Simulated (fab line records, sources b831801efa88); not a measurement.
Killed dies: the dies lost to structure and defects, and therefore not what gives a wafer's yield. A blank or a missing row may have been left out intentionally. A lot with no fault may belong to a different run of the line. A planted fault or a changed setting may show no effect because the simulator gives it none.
Split-lot study    flow gf180mcu    23 wafers read from 5 lots, route of 602 steps

## THE SPLIT ITSELF
At GF_HV_LDD_COAT_26 (resist thk 1000 nm), the setting resist thk nm was moved away from the recipe's 1000 nm on 9 of the 23 wafers read, by -5.6% to -2.7%. For the rest of the wafers, this setting stayed at what the recipe calls for.

The reading comes from the split's own step.

## THE READING
NOVOLAK_of_HV_LDD_COAT_26.thk nm (the simulator's own value, which no gauge read), in nm, at GF_HV_LDD_COAT_26 (resist thk 1000 nm). There is no usual value for it anywhere in the file. Here, 14 wafers ran the recipe; their average is 1000.8 nm with a standard deviation of 1.8 nm.

wafer   tool, chamber at the split  resist thk nm as run, nm  against the recipe  NOVOLAK_of_HV_LDD_COAT_26.thk nm, nm  against lot-mates on the recipe
L074.1  litho track-04, 0           956.8                     -4.3%               958.9                                 -41.5
L074.3  litho track-04, 0           956.8                     -4.3%               958.9                                 -41.5
L074.2  litho track-04, 0           1000                      recipe              1001                                  -
L074.4  litho track-04, 0           1000                      recipe              999.7                                 -
L074.6  litho track-04, 0           956.8                     -4.3%               959.5                                 -40.9
L075.1  litho track-04, 0           943.9                     -5.6%               942.4                                 -58.6
L075.2  litho track-04, 0           943.9                     -5.6%               944.2                                 -56.8
L075.3  litho track-04, 0           1000                      recipe              1001                                  -
L075.5  litho track-04, 0           1000                      recipe              1002                                  -
L075.6  litho track-04, 0           1000                      recipe              1000                                  -
L077.1  litho track-03, 0           1000                      recipe              1003                                  -
L077.5  litho track-03, 0           1000                      recipe              1003                                  -
L077.2  litho track-03, 0           972.8                     -2.7%               972.8                                 -29.9
L077.4  litho track-03, 0           972.8                     -2.7%               971.2                                 -31.5
L077.6  litho track-03, 0           1000                      recipe              1002                                  -
L080.1  litho track-04, 0           1000                      recipe              1001                                  -
L080.3  litho track-04, 0           1000                      recipe              996.7                                 -
L080.5  litho track-04, 0           1000                      recipe              997.3                                 -
L081.1  litho track-04, 0           962.2                     -3.8%               961.1                                 -40.2
L081.2  litho track-04, 0           962.2                     -3.8%               960.4                                 -40.9
L081.3  litho track-04, 0           1000                      recipe              1002                                  -
L081.4  litho track-04, 0           1000                      recipe              1001                                  -
L081.6  litho track-04, 0           1000                      recipe              1001                                  -

FIT RESULTS
A straight line over all 23 wafers: NOVOLAK_of_HV_LDD_COAT_26.thk nm changes by +10.1 nm for each +1% of resist thk nm; r = +1.00; the points scatter about the line by 1.8 nm.
The same after taking each lot's own level away (the mean of its wafers on the recipe; 23 wafers): +10.2 nm for each +1%; r = +1.00; scatter 1.8 nm.
The reading moves by 57 nm for the largest change in resist thk nm, on that fit.
From 998.33 to 1002.67 nm: that is the span of the lots' own levels, equal to 2.4 times the standard deviation above.
The two slopes are in agreement: the lot-to-lot level therefore moves the slope only a little.
Check: for one of the wafers moved furthest among these (-5.6%), held out of the fit, the line's prediction against its lot-mates is -56.8 nm. Against them it came out at -58.6 nm.

## THESE WAFERS: OTHER SPLITS
Before the reading, these wafers also passed through other splits. Each is held against what the fit with the lots' levels taken away leaves over:
other split on the same wafers       wafers away from the commonest value  r with NOVOLAK_of_HV_LDD_COAT_26.thk nm (lot level and that fit taken away)
GF_POLY_GATE_OXIDATION_16 temp c     15                                    +0.25
GF_HV_LDD_DEVELOP_06 develop time s  7                                     -0.49

## THE WHOLE CHAIN: every reading that the file lists as answering this split, in the file's order
step                what it does        reading                                                                            change (the file's fit)               r (the file's)
GF_HV_LDD_COAT_26   resist thk 1000 nm  NOVOLAK_of_HV_LDD_COAT_26.thk nm (the simulator's own value, which no gauge read)  +10.3 nm for each +1% of the setting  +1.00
GF_HV_LDD_STRIP_37  strips in O2/N2     strip time to endpoint s                                                           withheld for each +1% of the setting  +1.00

## FILE'S OWN FIT
NOVOLAK_of_HV_LDD_COAT_26.thk nm changes by +10.3 nm for each +1% of resist thk nm, r = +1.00.
